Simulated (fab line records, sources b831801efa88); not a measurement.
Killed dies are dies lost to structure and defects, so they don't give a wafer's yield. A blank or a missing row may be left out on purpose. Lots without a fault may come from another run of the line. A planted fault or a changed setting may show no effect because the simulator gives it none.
Which tool did it? | flow sky130 | 12 lots, 36 wafers sampled, at 4 steps of a route of 708

WHAT THE GAUGES READ, wafer by wafer
SKY_NWELL_THK_MEAS_02. Usual: NWELL_OXIDATION_THK 10.11 nm, standard deviation 0.17.
lot  | measured    | on            | NWELL_OXIDATION_THK (nm) | flag
L323 | day 2 16:36 | film_metro-04 | 10.09 10.03 10.15        |
L325 | day 3 04:57 | film_metro-04 | 10.06 9.94 10.01         |
L326 | day 3 04:56 | film_metro-02 | 9.96 10.07 9.94          |
L329 | day 3 22:50 | film_metro-04 | 9.81 10.12 10.04         |
L331 | day 4 06:46 | film_metro-03 | 10.51 10.49 10.41        |
L332 | day 4 13:19 | film_metro-03 | 10.49 10.47 10.25        |
L333 | day 4 18:37 | film_metro-04 | 10.18 10.22 10.18        |
L338 | day 5 20:01 | film_metro-02 | 10.11 10.24 10.25        |
L342 | day 6 17:32 | film_metro-03 | 10.32 10.34 10.39        |
L344 | day 7 20:52 | film_metro-03 | 9.85 9.99 9.98           |
L345 | day 7 20:53 | film_metro-02 | 10.18 10.25 10.01        |
L346 | day 8 01:40 | film_metro-02 | 9.91 10.04 10.06         |

SKY_VT_ADJUST_HVTP_TW_MEAS_11. Usual: VT_ADJUST_HVTP_TW 1363, standard deviation 8.2.
lot  | measured     | on            | VT_ADJUST_HVTP_TW | flag
L323 | day 6 05:23  | film_metro-04 | 1356 1364 1368    |
L325 | day 6 21:58  | film_metro-03 | 1363 1376 1370    |
L326 | day 6 21:22  | film_metro-04 | 1358 1366 1365    |
L329 | day 7 19:06  | film_metro-01 | 1319 1322 1326    | OFF
L331 | day 8 04:20  | film_metro-04 | 1333 1333 1332    | OFF
L332 | day 8 11:11  | film_metro-03 | 1356 1363 1360    |
L333 | day 8 17:41  | film_metro-01 | 1318 1311 1316    | OFF
L338 | day 10 00:38 | film_metro-01 | 1346 1348 1341    |
L342 | day 11 01:30 | film_metro-01 | 1353 1354 1360    |
L344 | day 12 10:05 | film_metro-03 | 1368 1376 1365    |
L345 | day 12 10:23 | film_metro-01 | 1375 1368 1367    |
L346 | day 12 13:25 | film_metro-01 | 1371 1370 1372    |

WHICH TOOL RAN EACH LOT (tool, then ch and the chambers of the sampled wafers, then the start)
lot  | SKY_FIELD_ISO_ETCH_14             | SKY_VT_ADJUST_HVTP_IMPLANT_09
L323 | rie_diel-01 ch 1,3, day 2 06:25   | implanter-01 ch 0, day 6 05:10
L325 | rie_diel-03 ch 0,1, day 2 16:52   | implanter-03 ch 0, day 6 21:44
L326 | rie_diel-04 ch 1,2,3, day 2 19:06 | implanter-03 ch 0, day 6 21:07
L329 | rie_diel-03 ch 0,2,3, day 3 14:48 | implanter-03 ch 0, day 7 18:53
L331 | rie_diel-01 ch 1,2,3, day 3 23:16 | implanter-03 ch 0, day 8 04:05
L332 | rie_diel-03 ch 0,1,2, day 4 05:18 | implanter-04 ch 0, day 8 10:56
L333 | rie_diel-01 ch 0,2, day 4 08:51   | implanter-03 ch 0, day 8 17:26
L338 | rie_diel-04 ch 0,2,3, day 5 13:37 | implanter-04 ch 0, day 10 00:23
L342 | rie_diel-03 ch 0,3, day 6 07:33   | implanter-03 ch 0, day 11 01:16
L344 | rie_diel-04 ch 2,3, day 6 20:27   | implanter-04 ch 0, day 12 09:50
L345 | rie_diel-03 ch 0,1, day 6 23:28   | implanter-01 ch 0, day 12 10:10
L346 | rie_diel-03 ch 0,1,2, day 7 05:39 | implanter-04 ch 0, day 12 13:11
- SKY_FIELD_ISO_ETCH_14: etches BARC in N2/H2, stops on SiO2, time 45.9 s, target depth 60 nm.
- SKY_VT_ADJUST_HVTP_IMPLANT_09

WHAT THE TOOLS THEMSELVES READ (means of the sampled wafers that have a number; where no wafer has one, the mark that the record gives instead)
SKY_FIELD_ISO_ETCH_14. Usual: drypump_motor_current_A 5.8 A, standard deviation 0.39; h2_flow_sccm 200.0 sccm, standard deviation 0.62; oes_product_au 0.854 a.u., standard deviation 0.0048; throttle_valve_pct 13.225 %, standard deviation 0.0087.
lot  | tool        | drypump_motor_current_A (A) | h2_flow_sccm (sccm) | oes_product_au (a.u.) | throttle_valve_pct (%) | flag
L323 | rie_diel-01 | 5.3                         | 199.8               | 0.855                 | 13.224                 |
L325 | rie_diel-03 | 5.8                         | 199.7               | 0.855                 | 13.222                 |
L326 | rie_diel-04 | 6.0                         | 200.7               | 0.856                 | 13.227                 |
L329 | rie_diel-03 | 5.8                         | 200.2               | 0.854                 | 13.225                 |
L331 | rie_diel-01 | 5.7                         | 199.7               | 0.857                 | 13.225                 |
L332 | rie_diel-03 | 5.9                         | 200.3               | 0.849                 | 13.221                 |
L333 | rie_diel-01 | 5.7                         | 201.3               | 0.853                 | 13.236                 |
L338 | rie_diel-04 | 5.8                         | 199.4               | 0.850                 | 13.221                 |
L342 | rie_diel-03 | 5.5                         | 199.6               | 0.852                 | 13.221                 |
L344 | rie_diel-04 | 6.2                         | 199.9               | 0.850                 | 13.224                 |
L345 | rie_diel-03 | 5.8                         | 200.3               | 0.858                 | 13.230                 |
L346 | rie_diel-03 | 6.0                         | 199.3               | 0.851                 | 13.218                 |

SKY_VT_ADJUST_HVTP_IMPLANT_09. Usual: beam_energy_keV 150.00, standard deviation 0.043; beam_on_s 10.00 s, standard deviation 0.2; end_station_pressure_torr 5.06e-06 Torr, standard deviation 2.5e-07.
lot  | tool         | beam_energy_keV | beam_on_s (s) | end_station_pressure_torr (Torr) | flag
L323 | implanter-01 | 150.01          | 10.04         | 5.22e-06                         |
L325 | implanter-03 | 150.03          | 9.95          | 5.37e-06                         |
L326 | implanter-03 | 149.93          | 10.01         | 5.03e-06                         |
L329 | implanter-03 | 136.84          | 10.04         | 4.98e-06                         | OFF
L331 | implanter-03 | 136.80          | 10.09         | 4.89e-06                         | OFF
L332 | implanter-04 | 149.94          | 10.19         | 5.30e-06                         |
L333 | implanter-03 | 136.85          | 10.01         | 4.57e-06                         | OFF
L338 | implanter-04 | 150.02          | 9.99          | 4.93e-06                         |
L342 | implanter-03 | 150.00          | 9.92          | 5.10e-06                         |
L344 | implanter-04 | 149.96          | 9.96          | 4.83e-06                         |
L345 | implanter-01 | 149.97          | 9.77          | 4.89e-06                         |
L346 | implanter-04 | 150.01          | 10.00         | 5.02e-06                         |

THE ANSWER, worked out from the rows above alone
Rule: a lot is off if the mean of its wafers that have a number lies more than 3 standard deviations from the usual mean. A lot without any number at a reading at which 4 lots or more have one is off too. The other lots that the step has rows for count as sound. The gauges are gone through in route order, then the tools' own readings, and for those a lot's mean is taken as printed above. The first step at which some lot is off is used, and at that step the reading that is off furthest; a lot without a number counts as furthest.
Off: L329, L331, L333, at SKY_VT_ADJUST_HVTP_TW_MEAS_11 (VT_ADJUST_HVTP_TW).
A tool fits if, at a process step before that reading, it ran every lot that is off, and no sound lot after the first of them. The gauges at SKY_VT_ADJUST_HVTP_TW_MEAS_11 aren't tried: what is off there is off at SKY_VT_ADJUST_HVTP_IMPLANT_09 too, on other tools, and a gauge's error can't cause that. None of those tried fits.

WHAT THE SIMULATOR HAD PUT IN
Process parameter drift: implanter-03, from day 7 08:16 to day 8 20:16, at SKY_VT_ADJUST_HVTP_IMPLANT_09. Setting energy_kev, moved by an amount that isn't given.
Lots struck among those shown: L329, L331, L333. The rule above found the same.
